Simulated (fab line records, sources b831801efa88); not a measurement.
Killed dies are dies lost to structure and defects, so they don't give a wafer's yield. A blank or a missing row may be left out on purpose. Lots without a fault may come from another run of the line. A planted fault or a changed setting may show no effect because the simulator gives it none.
Problem report in the 8D (eight disciplines) form, filled by code | flow gf180mcu | the parts of the form that need people (team, actions taken, sign-off) are left out

1. THE PROBLEM
heater_power_total_W at GF_POLY_GATE_SOFTBAKE_06 reads a mean of 94.64 W on 6 wafers of 2 lots; wafers without a fault read 92.20 W with a standard deviation of 0.069. That is +35 standard deviations from the usual mean.
The step: time 60 s.
First seen on wafer L121.2, day 13 06:00, on litho_track-03. The record holds 42 wafers of 14 lots with a number at this step. Rule for "out", or "out of limits": more than 4 standard deviations from the usual mean. The other wafers with a number count as sound.

2. WHAT IT IS AND WHAT IT IS NOT
question                    | is                                 | is not
which readings at this step | heater_power_total_W, run_length_s | -
which lots                  | L121, L122                         | L106, L107, L108, L110, L112, L113, L114, L116, L125, L127, L128, L129
which wafers of those lots  | all that have a number             | -
read on which tools         | litho_track-03                     | litho_track-01, litho_track-04
when                        | from day 13 06:00                  | up to then (24 sound wafers); but 12 sound wafers of L125, L127, L128, L129 came after

3. SUSPECTS, AND WHAT RULES EACH OUT
Counting: a tool at a process step up to the reading stays a suspect if it ran every lot that is out and no sound lot after the first of them.
- litho_track-03 at GF_POLY_GATE_SOFTBAKE_06 (time 60 s): kept. It ran every lot that is out, first L121 (day 13 06:00), and no sound lot after that; its last sound lot up to then is L114 (day 11 01:00). Its own readings are out on those wafers: heater_power_total_W, run_length_s.
Left after counting: litho_track-03 at GF_POLY_GATE_SOFTBAKE_06.

4. THE CAUSE (what the simulator had put in)
Process parameter drift: litho_track-03, from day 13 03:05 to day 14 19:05, at GF_POLY_GATE_SOFTBAKE_06. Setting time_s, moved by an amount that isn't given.
Counting left only this tool.

5. THE CHAIN OF EFFECTS, in route order
Each row: a reading whose mean over the struck wafers that have a number lies more than 3 standard deviations from the usual. Only readings for which the record gives a usual standard deviation are gone through. hours: the time from each lot's start at the first step in this table that gives one to its start at this step, as a median over the lots. sigmas: the change in usual standard deviations.
hours | step                     | reading              | usual   | on struck wafers | change | sigmas
0     | GF_POLY_GATE_SOFTBAKE_06 | heater_power_total_W | 92.20 W | 94.64            | +2.44  | +35
0     | GF_POLY_GATE_SOFTBAKE_06 | run_length_s         | 89.25 s | 84.91            | -4.34  | -21
The process steps in it:
- GF_POLY_GATE_SOFTBAKE_06: time 60 s.
Later measuring or inspecting steps at which every struck wafer that the step has a row for has a number for every such reading, and none has moved that far: GF_M3_THK_MEAS_06.

6. WHAT WOULD HAVE CAUGHT IT SOONER
In this record the first reading out of limits was taken at day 13 06:00, 3 hours after the fault began at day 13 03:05.
